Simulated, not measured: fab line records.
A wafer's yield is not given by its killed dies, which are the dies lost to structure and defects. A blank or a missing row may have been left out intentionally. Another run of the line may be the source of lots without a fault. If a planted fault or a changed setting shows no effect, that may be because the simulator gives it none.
Struck lot and sound lot, side by side + flow gf180mcu + 37 out of 602 route steps
Sound: wafers L278.2, L278.3, L278.4. Struck: wafer L285.3; the same lot's L285.6 was not struck, so it is left out; see the end for the cause.
At each step with rows: each side's tool, then ch and its chambers, then its first start. Under that, the readings that differ: sound wafers + struck wafers + difference of the means + sigmas: that difference in standard deviations of wafers without a fault.
alike: words and numbers the same on both sides, and readings whose means are apart by under 2 such deviations; not compared: readings that were withheld, readings missing a value for some wafer, numbers with overlapping values and no deviation given by the record, and bounds like >300 which may hide the same value.
A row with sigmas, a row that says differs or no value, or rows on one side alone: a step with any of these is where the two part. Numbers that have no deviation but don't overlap get no sigmas and don't part them. Lack of a reading on every wafer of one side parts them only where that side has two or more wafers.

first, 2 steps without rows for these wafers: GF_M1_PEB_12 (peb time 90 s); GF_M1_DEVELOP_13 (develop time 60 s).
GF_M1_CD_MEAS_14: target cd 230 nm.
  struck on cd_sem-01, day 20 17:50; sound on cd_sem-02, day 18 01:54
  alike: cd_nm
GF_M1_OVL_MEAS_15:
  struck on overlay-01, day 20 17:56; sound on overlay-01, day 18 02:01
  alike: M1_OVL
then, 1 step without rows for these wafers: GF_M1_METAL_ETCH_16 (etches the open film in Cl2/BCl3, stops on SiO2, target depth 750.8 nm, time 125.1 s).
GF_M1_STRIP_17: strips in O2/N2.
  sound on plasma_asher-02 ch 0,1, day 18 02:10; struck on plasma_asher-04 ch 1, day 20 18:07
  alike: drypump_motor_current_A, heater_power_w, oes_product_au, strip_time_to_endpoint_s
  not compared: rf_hours_counter_h
then, 3 steps without rows for these wafers: GF_M1_STRIP_18 (strips in post etch residue remover, time 1200 s); GF_M1_CLEAN_19 (cleans in DIW); GF_V1_CVD_00 (deposits SiO2, target thk 600 nm, time 100 s).
GF_V1_THK_MEAS_01:
  struck on film_metro-01, day 20 18:43; sound on film_metro-02, day 18 02:47
  alike: V1_CVD_00_THK
GF_V1_CVD_02: deposits SiO2 from TEOS, target thk 850 nm, time 94.851 s.
  sound on pecvd-04 ch 0,1,2, day 18 02:50; struck on pecvd-01 ch 2, day 20 18:45
  alike: heater_power_w
  not compared: since_wet_clean_h
GF_V1_THK_MEAS_03:
  struck on film_metro-02, day 20 18:50; sound on film_metro-01, day 18 02:55
  alike: V1_CVD_02_THK
GF_V1_CMP_04: polishes SiO2.
  sound on cmp-02 ch 1,2,3, day 18 02:58; struck on cmp-02 ch 0, day 20 18:53
| reading                             | sound             | struck | difference | sigmas |
|-------------------------------------|-------------------|--------|------------|--------|
| time_to_endpoint_s (s)              | 73 81 77          | 96     | +19        | +3     |
| model.SiO2_of_V1_CVD_02.thk_nm (nm) | 630.5 631.9 630.8 | 570.2  | -60.9      |        |
  alike: motor_current_A, retaining_ring_pressure_frac
GF_V1_BOW_MEAS_05:
  struck on film_metro-03, day 20 19:13; sound on film_metro-02, day 18 03:17
  alike: V1_BOW
then, 8 steps without rows for these wafers: GF_V1_DEHYDRATE_06 (time 60 s); GF_V1_HMDS_07 (prime time 60 s); GF_V1_COAT_08; GF_V1_COAT_09 (resist thk 1000 nm); GF_V1_SOFTBAKE_10 (time 60 s); GF_V1_EXPOSE_11 (exposes mask Via1, target cd 260 nm); GF_V1_PEB_12 (peb time 90 s); GF_V1_DEVELOP_13 (develop time 60 s).
GF_V1_CD_MEAS_14: target cd 260 nm.
  struck on cd_sem-02, day 21 19:07; sound on cd_sem-01, day 19 03:04
  alike: cd_nm
GF_V1_OVL_MEAS_15:
  struck on overlay-02, day 21 19:13; sound on overlay-01, day 19 03:10
  alike: V1_OVL
GF_V1_ETCH_16: etches BARC in N2/H2.
  sound on rie_diel-01 ch 0,2,3, day 19 03:12; struck on rie_diel-03 ch 2, day 21 19:14
  alike: drypump_motor_current_A, oes_product_au, throttle_valve_pct
GF_V1_ETCH_17: etches SiO2 in C4F8/O2/Ar, stops on TiN, target depth 630 nm.
  sound on rie_diel-01 ch 0,2,3; struck on rie_diel-03 ch 2
| reading                        | sound             | struck | difference | sigmas |
|--------------------------------|-------------------|--------|------------|--------|
| oes_product_au (a.u.)          | 0.854 0.853 0.857 | 0.809  | -0.046     | -10    |
| model.V1.feature_depth_nm (nm) | 630.5 631.9 630.8 | 570.2  | -60.9      |        |
| model.etch.depth_nm (nm)       | 630.5 631.9 630.8 | 570.2  | -60.9      |        |
GF_V1_STRIP_18: strips in O2/N2.
  sound on plasma_asher-02 ch 0,1, day 19 03:20; struck on plasma_asher-03 ch 1, day 21 19:24
| reading               | sound             | struck | difference | sigmas |
|-----------------------|-------------------|--------|------------|--------|
| oes_product_au (a.u.) | 0.593 0.596 0.584 | 0.580  | -0.011     | -2     |
  alike: drypump_motor_current_A, heater_power_w
  not compared: rf_hours_counter_h
then, 2 steps without rows for these wafers: GF_V1_STRIP_19 (strips in post etch residue remover, time 1200 s); GF_V1_CLEAN_20 (cleans in DIW).
GF_V1_SPUTTER_21: material Ti, target thk 15 nm, time 80.02 s.
  struck on pvd_sputter-01, day 21 19:55; sound on pvd_sputter-04, day 19 03:52
  alike: throttle_valve_pct
then, 2 steps without rows for these wafers: GF_V1_SPUTTER_22 (material TiN, target thk 10 nm, time 40 s); GF_V1_CVD_23 (deposits W, target thk 350 nm, time 105.05 s).
GF_V1_RS_MEAS_24: measurement is done with a four-point probe.
  struck on film_metro-01, day 21 20:10; sound on film_metro-03, day 19 04:05
  alike: V1_W_RS
GF_V1_THK_MEAS_25: measures by xrf.
  struck on film_metro-01, day 21 20:16; sound on film_metro-03, day 19 04:12
| reading       | sound       | struck | difference | sigmas |
|---------------|-------------|--------|------------|--------|
| V1_W_THK (nm) | 341 341 336 | 358    | +19        | +3     |
GF_V1_CMP_26: polishes, stops on SiO2, t overpolish 15 s, target thk 0 nm.
  sound on cmp-01 ch 1,2,3, day 19 04:23; struck on cmp-01 ch 0, day 21 20:24
| reading                             | sound           | struck | difference | sigmas |
|-------------------------------------|-----------------|--------|------------|--------|
| model.SiO2_of_V1_CVD_02.thk_nm (nm) | 626.7 628.1 627 | 566.5  | -60.8      |        |
  alike: motor_current_A, retaining_ring_pressure_frac
then, 1 step without rows for these wafers: GF_M2_SPUTTER_00 (material Ti, target thk 37.5 nm, time 150 s).
-- the record jumps here: 10 days lie between the struck wafers' starts before and after (it left off in module M2 and takes up again in module PASSIVATION, whose first step shown is number 602 of the route) --
GF_PASSIVATION_PROBE_99:
  rows exist in the record for the struck wafers here (prober-01, day 31 19:59), but not for the sound ones

== WHERE THEY PART ==
Earliest at GF_V1_CMP_04; latest, in this record, at GF_PASSIVATION_PROBE_99.

WHY: the cause the simulator had injected
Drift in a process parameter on cmp-02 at GF_V1_CMP_04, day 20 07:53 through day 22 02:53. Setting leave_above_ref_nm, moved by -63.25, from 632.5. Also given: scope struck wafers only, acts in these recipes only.
